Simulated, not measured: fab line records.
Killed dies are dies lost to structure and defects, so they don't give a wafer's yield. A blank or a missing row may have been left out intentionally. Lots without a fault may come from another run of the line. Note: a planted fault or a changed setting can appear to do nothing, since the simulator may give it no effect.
Matching of chambers ; flow sky130 ; SKY_LI_CONTACT_CMP_02 on cmp-01 has 4 sister chambers
The step polishes PSG. 16 wafers are shown with their chamber, then 8 later ones without.

WAFERS, EACH WITH ITS CHAMBER
wafer;chamber;motorCurrentA (A);timeToEndpointS (s);headPressurePsi (psi)
L387.1;0;12.2;31.5;4.005
L387.3;1;9.2;34.5;3.991
L387.6;1;10.0;32.9;3.999
L388.1;3;11.5;30.3;3.981
L388.3;2;10.2;34.3;3.993
L388.6;2;10.1;34.4;4.002
L396.3;1;9.6;28.1;3.990
L396.4;0;12.0;33.0;3.993
L396.5;2;10.2;33.0;4.007
L397.4;1;9.8;28.1;4.008
L397.5;0;12.8;29.4;4.017
L397.6;1;9.7;27.0;4.020
L404.3;3;11.7;29.5;4.002
L404.5;3;11.1;32.1;4.008
L404.6;0;12.0;31.8;3.988
L406.2;3;11.0;28.5;3.986

SIGNATURES (averages over the wafers above)
reading;chamber 0;chamber 1;chamber 2;chamber 3;scatter within a chamber
motorCurrentA;12.250;9.660;10.167;11.325;0.305
timeToEndpointS;31.425;30.120;33.900;30.100;2.23
headPressurePsi;4.00075;4.00160;4.00067;3.99425;0.012
Rule: a wafer's distance from a chamber is the root of the sum, over the readings, of the square of ((its reading less the chamber's mean) divided by the reading's scatter). The wafer belongs to the nearest chamber; if the next one is less than 2 further off, it can't be placed. The scatter: take each reading less its chamber's mean, square it, sum over the shown wafers, divide by the number of wafers less the number of chambers, and take the root.

WAFERS WITH NO CHAMBER GIVEN
wafer;motorCurrentA (A);timeToEndpointS (s);headPressurePsi (psi)
L406.5;11.6;27.8;4.001
L406.6;10.5;32.7;3.994
L408.2;11.9;30.0;3.994
L408.4;10.2;32.8;4.010
L408.5;11.6;31.0;3.991
L410.3;12.4;31.5;4.001
L410.4;11.9;29.5;3.999
L410.6;10.3;30.6;3.995

EACH ONE'S CHAMBER
wafer;from the rows above;in truth
L406.5;can't be placed: 3 or 0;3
L406.6;can't be placed: 2 or 3 or 1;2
L408.2;can't be placed: 0 or 3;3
L408.4;can't be placed: 2 or 1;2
L408.5;can't be placed: 3 or 0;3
L410.3;0;0
L410.4;can't be placed: 0 or 3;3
L410.6;can't be placed: 2 or 1 or 3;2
Correct placement for 1 of the 8. These rows do not allow placing 7 (true chamber among the candidates in 7). Number placed wrongly: 0.
